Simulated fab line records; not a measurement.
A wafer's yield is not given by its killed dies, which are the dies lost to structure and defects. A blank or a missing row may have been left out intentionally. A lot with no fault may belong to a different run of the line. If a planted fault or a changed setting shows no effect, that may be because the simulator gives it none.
A single fault, viewed from 2 desks / flow sky130 / numbers are kept per desk, each desk with only its own; the story behind them comes last

## THE TOOL OWNER'S DESK: cvd_w-02
The tool's own readings at SKY_LI_CONTACT_CVD_21 (deposits W, target thk 400 nm, time 120.56 s): means of the sampled wafers that have a number, for each lot that ran on this tool. Marked OUT: a lot whose mean sits more than 4 standard deviations from the usual mean, which makes it out of limits; the brackets give that distance.
Columns: A = heater_power_outer_w at SKY_LI_CONTACT_CVD_21, usual 556 W; B = heater_power_w at SKY_LI_CONTACT_CVD_21, usual 884 W; C = susceptor_temp_C at SKY_LI_CONTACT_CVD_21, usual 400.01 C
lot=L523; first seen here=day 29 08:47; A=611; B=1001; C=400.11
lot=L524; first seen here=day 29 10:58; A=615; B=1002; C=400.01
lot=L528; first seen here=day 31 13:54; A=609; B=970; C=400.10
lot=L530; first seen here=day 31 19:44; A=601; B=982; C=400.06
lot=L534; first seen here=day 32 22:57; A=614; B=986; C=407.32 (+33) OUT
lot=L536; first seen here=day 33 14:04; A=640; B=1038; C=407.14 (+32) OUT
lot=L542; first seen here=day 36 03:48; A=602; B=961; C=399.93
lot=L543; first seen here=day 36 13:42; A=601; B=975; C=399.98
This desk's verdict: out of limits on L534, L536, starting with L534 at day 32 22:57 (susceptor_temp_C at SKY_LI_CONTACT_CVD_21). L523, L524, L528, L530, L542, L543: within limits.

## THE METROLOGY DESK
Means of the sampled wafers that have a number, per lot and without regard to the tool the lot ran on: this is what the gauges read. Marked OUT: a lot whose mean sits more than 4 standard deviations from the usual mean, which makes it out of limits; the brackets give that distance.
Columns: A = LI_CONTACT_OVL at SKY_LI_CONTACT_OVL_MEAS_13, usual -5 nm; B = LI_CONTACT_W_RS at SKY_LI_CONTACT_RS_MEAS_22, usual 0.2848 ohm/sq; C = LI_CONTACT_W_THK at SKY_LI_CONTACT_THK_MEAS_23, usual 413 nm
lot=L522; first seen here=day 28 10:20; A=-2; B=0.2850; C=414
lot=L523; first seen here=day 29 08:09; A=0; B=0.2874; C=399
lot=L524; first seen here=day 29 10:11; A=-9; B=0.2847; C=413
lot=L528; first seen here=day 31 13:18; A=-8; B=0.2844; C=406
lot=L530; first seen here=day 31 19:08; A=-6; B=0.2826; C=420
lot=L534; first seen here=day 32 22:21; A=-1; B=0.2551 (-11) OUT; C=469 (+7.5) OUT
lot=L535; first seen here=day 33 08:04; A=-5; B=0.2810; C=420
lot=L536; first seen here=day 33 13:27; A=-6; B=0.2513 (-13) OUT; C=474 (+8.2) OUT
lot=L542; first seen here=day 36 03:12; A=2; B=0.2820; C=423
lot=L543; first seen here=day 36 13:06; A=-11; B=0.2851; C=409
lot=L545; first seen here=day 36 14:14; A=-5; B=0.2868; C=415
This desk's finding: out of limits on L534, L536; first on L534, day 32 23:04 (LI_CONTACT_W_RS at SKY_LI_CONTACT_RS_MEAS_22). L522, L523, L524, L528, L530, L535, L542, L543, L545: within limits.

## ALL TOGETHER
The tool owner's desk could have raised an alarm at day 32 22:57, on L534, L536.
The metrology desk could have raised an alarm at day 32 23:04, on L534, L536.
SKY_LI_CONTACT_CVD_21 was run on cvd_w-02 by each of the lots named.

## WHAT HAD BEEN PUT IN BY THE SIMULATOR
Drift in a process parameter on cvd_w-02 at SKY_LI_CONTACT_CVD_21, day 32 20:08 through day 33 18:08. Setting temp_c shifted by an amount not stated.
Shown lots that were struck: L534, L536.
Counting hours from when the fault started, the first reading out of limits came at 3 for the tool owner's desk and at 3 for the metrology desk.
